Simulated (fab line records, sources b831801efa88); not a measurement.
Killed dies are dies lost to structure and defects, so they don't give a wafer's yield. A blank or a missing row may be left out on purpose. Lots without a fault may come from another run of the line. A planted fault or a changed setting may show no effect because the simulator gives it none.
Which tool did it? | flow gf180mcu | 24 lots, 72 wafers sampled, at 3 steps of a route of 602

WHAT THE GAUGES READ, wafer by wafer
GF_M2_RS_MEAS_05: measures by four-point-probe.
lot  | measured     | on            | M2_ALCU_RS (ohm/sq)
L074 | day 18 07:41 | film_metro-01 | 0.0684 0.0686 0.0708
L075 | day 18 12:17 | film_metro-02 | 0.0680 0.0715 0.0683
L076 | day 18 17:29 | film_metro-04 | 0.0708 0.0709 0.0706
L077 | day 19 03:26 | film_metro-04 | 0.0683 0.0687 0.0698
L078 | day 19 06:18 | film_metro-04 | 0.0706 0.0710 0.0700
L079 | day 19 23:19 | film_metro-04 | 0.0704 0.0703 0.0698
L080 | day 20 11:22 | film_metro-02 | 0.0693 0.0686 0.0693
L081 | day 21 02:05 | film_metro-02 | 0.0721 0.0720 0.0707
L082 | day 21 14:30 | film_metro-01 | 0.0698 0.0690 0.0695
L083 | day 21 19:22 | film_metro-04 | 0.0676 0.0689 0.0688
L084 | day 22 05:38 | film_metro-04 | 0.0695 0.0676 0.0685
L085 | day 22 18:45 | film_metro-02 | 0.0700 0.0711 0.0698
L086 | day 23 03:22 | film_metro-04 | 0.0690 0.0693 0.0691
L087 | day 23 16:58 | film_metro-02 | 0.0691 0.0689 0.0689
L088 | day 23 22:41 | film_metro-01 | 0.0683 0.0691 0.0691
L090 | day 24 03:17 | film_metro-02 | 0.0681 0.0676 0.0688
L091 | day 24 12:18 | film_metro-02 | 0.0686 0.0692 0.0685
L089 | day 24 14:29 | film_metro-02 | 0.0691 0.0692 0.0686
L092 | day 24 21:11 | film_metro-01 | 0.0699 0.0690 0.0693
L093 | day 25 05:11 | film_metro-02 | 0.0689 0.0689 0.0689
L094 | day 25 11:03 | film_metro-04 | 0.0700 0.0698 0.0700
L095 | day 25 11:39 | film_metro-01 | 0.0691 0.0693 0.0682
L096 | day 25 23:03 | film_metro-04 | 0.0679 0.0691 0.0678
L097 | day 26 11:15 | film_metro-01 | 0.0689 0.0697 0.0688

GF_V3_CD_MEAS_14: target cd 260 nm.
lot  | measured     | on        | cd_nm (nm)
L074 | day 22 11:34 | cd_sem-02 | 260.8 262.1 261.3
L075 | day 22 16:51 | cd_sem-01 | 258.2 259.3 258.4
L076 | day 22 22:12 | cd_sem-02 | 259.7 259.5 259.8
L077 | day 23 07:04 | cd_sem-02 | 259.5 258.8 259.8
L078 | day 23 08:42 | cd_sem-02 | 261.1 260.3 260.8
L079 | day 24 01:00 | cd_sem-02 | 260.8 259.8 260.6
L080 | day 24 12:11 | cd_sem-02 | 260.5 260.0 262.1
L081 | day 25 01:58 | cd_sem-02 | 260.4 260.7 259.8
L082 | day 25 11:58 | cd_sem-02 | 261.5 261.3 261.6
L083 | day 25 17:45 | cd_sem-02 | 259.5 260.7 259.1
L084 | day 26 01:49 | cd_sem-01 | 258.6 259.4 258.0
L085 | day 26 14:30 | cd_sem-02 | 259.8 260.5 260.8
L086 | day 26 20:11 | cd_sem-02 | 259.1 260.3 260.0
L087 | day 27 10:09 | cd_sem-02 | 258.7 259.3 259.6
L088 | day 27 15:10 | cd_sem-02 | 259.4 258.9 258.9
L090 | day 27 19:42 | cd_sem-01 | 260.6 260.8 262.0
L091 | day 28 03:58 | cd_sem-01 | 260.9 261.3 260.7
L089 | day 28 05:16 | cd_sem-01 | 259.8 259.9 260.2
L092 | day 28 10:24 | cd_sem-02 | 261.2 260.6 260.7
L093 | day 28 19:15 | cd_sem-02 | 260.6 261.2 261.5
L094 | day 28 22:52 | cd_sem-02 | 259.6 260.1 260.0
L095 | day 29 00:09 | cd_sem-02 | 259.3 258.3 258.8
L096 | day 29 10:43 | cd_sem-01 | 259.0 258.0 258.3
L097 | day 29 21:49 | cd_sem-02 | 262.6 261.4 263.1

GF_V3_OVL_MEAS_15.
lot  | measured     | on         | V3_OVL (nm)
L074 | day 22 11:39 | overlay-01 | 8 -3 6
L075 | day 22 16:58 | overlay-01 | 9 5 3
L076 | day 22 22:19 | overlay-02 | -5 -8 -15
L077 | day 23 07:10 | overlay-02 | -8 -2 -6
L078 | day 23 08:49 | overlay-02 | -3 -1 -1
L079 | day 24 01:07 | overlay-02 | 10 14 12
L080 | day 24 12:17 | overlay-02 | -4 -6 2
L081 | day 25 02:05 | overlay-01 | 8 0 7
L082 | day 25 12:04 | overlay-02 | 2 4 6
L083 | day 25 17:52 | overlay-01 | -4 6 6
L084 | day 26 01:56 | overlay-01 | -2 -7 -5
L085 | day 26 14:37 | overlay-02 | -1 -4 -2
L086 | day 26 20:17 | overlay-02 | 2 0 0
L087 | day 27 10:16 | overlay-01 | -3 -3 0
L088 | day 27 15:17 | overlay-02 | 5 2 15
L090 | day 27 19:49 | overlay-01 | 0 -7 -6
L091 | day 28 04:04 | overlay-01 | -7 -4 -6
L089 | day 28 05:23 | overlay-02 | -1 -4 6
L092 | day 28 10:31 | overlay-01 | 0 -2 -9
L093 | day 28 19:22 | overlay-02 | 1 1 5
L094 | day 28 22:59 | overlay-02 | 2 -7 -4
L095 | day 29 00:16 | overlay-01 | 1 7 -5
L096 | day 29 10:50 | overlay-01 | -2 -6 2
L097 | day 29 21:56 | overlay-02 | -3 -13 -4

WHICH TOOL RAN EACH LOT (tool, then ch and the chambers of the sampled wafers, then the start)
The record holds no process step before these readings.

WHAT THE TOOLS THEMSELVES READ (means of the sampled wafers that have a number; where no wafer has one, the mark that the record gives instead)
The record holds no such reading with a usual standard deviation.

THE ANSWER, worked out from the rows above alone
Rule: what is usual is taken from the lots themselves. Put in order of their means at a reading, lots are off if they are a third of the lots or fewer, leave a main group of 4 or more, and stand apart from it by a gap of 3 or more times the standard deviation of the main group's means; of several such gaps the widest counts. A main group whose means are all the same, to the digits that the tables above print for the reading, isn't used. A lot without any number at a reading at which 4 lots or more have one is off too. The other lots that the step has rows for count as sound. The gauges are gone through in route order, then the tools' own readings, and for those a lot's mean is taken as printed above. The first step at which some lot is off is used, and at that step the reading that is off furthest; a lot without a number counts as furthest.
No lot is off at any reading shown: from this, nothing can be told.

WHAT THE SIMULATOR HAD PUT IN
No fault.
